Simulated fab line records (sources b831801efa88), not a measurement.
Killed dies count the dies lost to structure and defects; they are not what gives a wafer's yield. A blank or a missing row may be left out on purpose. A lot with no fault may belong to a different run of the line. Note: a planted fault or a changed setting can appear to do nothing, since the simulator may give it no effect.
Which tool did it?    flow sky130    12 lots with 36 wafers sampled at 5 steps, on a route of 708 steps

## WHAT THE GAUGES READ, wafer by wafer
SKY_VIA4_RS_MEAS_19: a four-point-probe measurement. Usual: for VIA4_W_RS the level is 0.2273 ohm/sq and the standard deviation is 0.002.
lot   measured      on             VIA4_W_RS (ohm/sq)    flag
L148  day 44 02:25  film metro-04  0.2304 0.2319 0.2297  
L149  day 44 13:47  film metro-02  0.2283 0.2273 0.2281  
L151  day 44 16:27  film metro-02  0.2250 0.2274 0.2268  
L153  day 45 13:49  film metro-02  0.2247 0.2237 0.2240  
L154  day 45 15:41  film metro-03  0.2269 0.2292 0.2319  
L155  day 45 20:59  film metro-04  0.2257 0.2276 0.2267  
L156  day 46 06:45  film metro-04  0.2275 0.2266 0.2252  
L157  day 46 20:58  film metro-04  0.2275 0.2273 0.2281  
L158  day 46 21:18  film metro-03  0.2266 0.2271 0.2284  
L160  day 47 10:36  film metro-02  0.2272 0.2285 0.2314  
L166  day 48 13:45  film metro-04  0.2288 0.2288 0.2269  
L169  day 48 22:33  film metro-03  0.2254 0.2287 0.2293  

SKY_PASSIVATION_THK_MEAS_03. Usual: for PASSIVATION_CVD_02_THK the level is 540 nm and the standard deviation is 7.3.
lot   measured      on             PASSIVATION_CVD_02_THK (nm)  flag
L148  day 45 02:31  film metro-03  537 547 549                  
L149  day 45 15:25  film metro-02  539 545 553                  
L151  day 45 18:18  film metro-02  529 537 543                  
L153  day 46 13:15  film metro-01  539 552 542                  
L154  day 46 14:38  film metro-01  528 543 538                  
L155  day 46 20:41  film metro-03  546 548 550                  
L156  day 47 05:07  film metro-02  545 541 553                  
L157  day 47 18:25  film metro-01  588 539 534                  
L158  day 47 18:38  film metro-02  533 541 540                  
L160  day 48 07:26  film metro-02  601 539 539                  
L166  day 49 10:04  film metro-01  535 549 543                  
L169  day 49 18:53  film metro-03  521 524 535                  

## WHAT TOOL EACH LOT RAN ON (gives the tool, then ch and the chambers of the sampled wafers, and finally the start)
lot   SKY_METAL4_DESCUM_15               SKY_PASSIVATION_CVD_00           SKY_PASSIVATION_CVD_02
L148  rie metal-04 ch 0,1, day 43 05:26  pecvd-03 ch 0,2, day 45 02:11    pecvd-02 ch 0,1,2, day 45 02:16
L149  rie metal-03 ch 0,1, day 43 16:44  pecvd-03 ch 0,1, day 45 15:05    pecvd-01 ch 1,2, day 45 15:11
L151  rie metal-04 ch 0,1, day 43 20:11  pecvd-01 ch 1,2, day 45 18:00    pecvd-03 ch 1,2, day 45 18:05
L153  rie metal-03 ch 0,1, day 44 11:33  pecvd-03 ch 0,2, day 46 12:55    pecvd-01 ch 0,1,2, day 46 13:00
L154  rie metal-03 ch 0, day 44 13:38    pecvd-02 ch 1,2, day 46 14:20    pecvd-01 ch 0,1,2, day 46 14:25
L155  rie metal-02 ch 0,1, day 44 19:53  pecvd-03 ch 0,1, day 46 20:22    pecvd-02 ch 1,2, day 46 20:27
L156  rie metal-02 ch 0,1, day 45 05:53  pecvd-01 ch 0,1,2, day 47 04:49  pecvd-02 ch 0,2, day 47 04:53
L157  rie metal-03 ch 0,1, day 45 12:17  pecvd-02 ch 0,1,2, day 47 17:59  pecvd-01 ch 0,1, day 47 18:04
L158  rie metal-04 ch 1, day 45 21:53    pecvd-03 ch 1,2, day 47 18:19    pecvd-02 ch 0,1,2, day 47 18:23
L160  rie metal-02 ch 0, day 46 11:44    pecvd-03 ch 1,2, day 48 07:07    pecvd-01 ch 0,2, day 48 07:12
L166  rie metal-02 ch 0,1, day 47 16:53  pecvd-03 ch 1,2, day 49 09:45    pecvd-02 ch 0,1,2, day 49 09:50
L169  rie metal-03 ch 0,1, day 48 00:47  pecvd-01 ch 0,1,2, day 49 18:35  pecvd-03 ch 0,1,2, day 49 18:40
- SKY_METAL4_DESCUM_15: chemistry O2, time 8 s.
- SKY_PASSIVATION_CVD_00: deposits SiO2, target thk 90 nm.
- SKY_PASSIVATION_CVD_02: deposits Si3N4, target thk 540 nm.

## AS READ BY THE TOOLS THEMSELVES (means over the sampled wafers that have a number; for cases with no such wafer, the mark the record gives instead)
SKY_METAL4_DESCUM_15. Usual: drypump motor current A 5.3 A, standard deviation 0.4; oes product au 1.000 a.u., standard deviation 0.0073.
lot   tool          drypump motor current A (A)  oes product au (a.u.)  flag
L148  rie metal-04  5.4                          1.003                  
L149  rie metal-03  5.1                          1.008                  
L151  rie metal-04  5.4                          1.005                  
L153  rie metal-03  5.2                          0.994                  
L154  rie metal-03  5.3                          0.996                  
L155  rie metal-02  5.7                          1.006                  
L156  rie metal-02  5.7                          0.997                  
L157  rie metal-03  5.2                          1.005                  
L158  rie metal-04  5.8                          1.001                  
L160  rie metal-02  4.9                          1.004                  
L166  rie metal-02  5.7                          0.995                  
L169  rie metal-03  5.0                          0.996                  

SKY_PASSIVATION_CVD_00. Usual: heater power outer w 408 W, standard deviation 65; heater power w 685 W, standard deviation 84.
lot   tool      heater power outer w (W)  heater power w (W)  flag
L148  pecvd-03  339                       594                 
L149  pecvd-03  395                       638                 
L151  pecvd-01  419                       714                 
L153  pecvd-03  390                       673                 
L154  pecvd-02  448                       733                 
L155  pecvd-03  351                       591                 
L156  pecvd-01  453                       755                 
L157  pecvd-02  392                       679                 
L158  pecvd-03  419                       666                 
L160  pecvd-03  408                       672                 
L166  pecvd-03  386                       635                 
L169  pecvd-01  464                       755                 

SKY_PASSIVATION_CVD_02. Usual: heater power outer w 450 W, standard deviation 62; heater power w 745 W, standard deviation 76.
lot   tool      heater power outer w (W)  heater power w (W)  flag
L148  pecvd-02  431                       709                 
L149  pecvd-01  489                       813                 
L151  pecvd-03  468                       717                 
L153  pecvd-01  481                       789                 
L154  pecvd-01  437                       726                 
L155  pecvd-02  492                       809                 
L156  pecvd-02  425                       700                 
L157  pecvd-01  499                       825                 
L158  pecvd-02  414                       719                 
L160  pecvd-01  479                       796                 
L166  pecvd-02  406                       683                 
L169  pecvd-03  414                       677                 

## THE ANSWER, worked out from the rows above alone
Rule: a lot is off if the mean of its wafers that have a number lies more than 3 standard deviations from the usual mean. Also off: a lot with no number at a reading for which 4 or more lots have one. Any other lot the step has rows for is counted as sound. First the gauges in route order, then the tools' own readings, where a lot's mean is used as printed above. At the first step where some lot is off, the reading lying furthest off is the one used; lots without a number count as furthest.
Nothing can be told from this: no lot is off at any reading shown.

## WHAT WAS PUT IN BY THE SIMULATOR
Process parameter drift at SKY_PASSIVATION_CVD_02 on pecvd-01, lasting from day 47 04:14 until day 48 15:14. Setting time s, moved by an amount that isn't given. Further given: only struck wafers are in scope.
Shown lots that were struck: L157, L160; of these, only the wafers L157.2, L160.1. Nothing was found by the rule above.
